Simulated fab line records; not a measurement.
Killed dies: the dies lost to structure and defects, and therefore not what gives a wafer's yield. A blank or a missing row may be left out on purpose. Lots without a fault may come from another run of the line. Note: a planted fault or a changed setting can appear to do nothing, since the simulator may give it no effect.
Chamber matching | flow sky130 | SKY_VIA4_CMP_21 on cmp-02 has 4 sister chambers
The step polishes, stops on SiO2, t overpolish 25 s, target thk 0 nm. 4 wafers are shown with their chamber, then 8 later ones without.

WAFERS, EACH WITH ITS CHAMBER
wafer  | chamber | motor current A (A)
L933.3 | 1       | 10.6
L941.2 | 2       | 11.0
L945.6 | 3       | 10.8
L948.2 | 0       | 11.5

WAFERS WHOSE CHAMBER IS MISSING
wafer  | motor current A (A)
L948.4 | 10.7
L948.5 | 11.2
L949.1 | 11.0
L949.4 | 10.0
L949.5 | 10.1
L952.1 | 10.6
L952.5 | 10.9
L952.6 | 10.5

CHAMBER TAKEN BY EACH
wafer  | from the rows above               | in truth
L948.4 | can't be placed: 1 or 3 or 2      | 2
L948.5 | can't be placed: 2 or 0 or 3 or 1 | 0
L949.1 | can't be placed: 2 or 3 or 1 or 0 | 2
L949.4 | can't be placed: 1 or 3 or 2      | 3
L949.5 | can't be placed: 1 or 3 or 2      | 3
L952.1 | can't be placed: 1 or 3 or 2      | 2
L952.5 | can't be placed: 2 or 3 or 1 or 0 | 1
L952.6 | can't be placed: 1 or 3 or 2      | 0
Placed correctly: 0 of 8. Not placeable from these rows: 8 (in 7, the candidates include the true chamber). Wrongly placed: 0.
How it was worked out, from the rows above alone: a wafer's distance from a chamber is the root of the sum, over the readings, of the square of ((its reading less the chamber's mean) divided by the reading's scatter). The wafer belongs to the nearest chamber; if the next one is less than 2 further off, it can't be placed. A chamber's mean is the mean of its shown wafers. The scatter: with one shown wafer a chamber, the root of the mean of the squares of how far each hidden wafer lies from its nearest shown one.
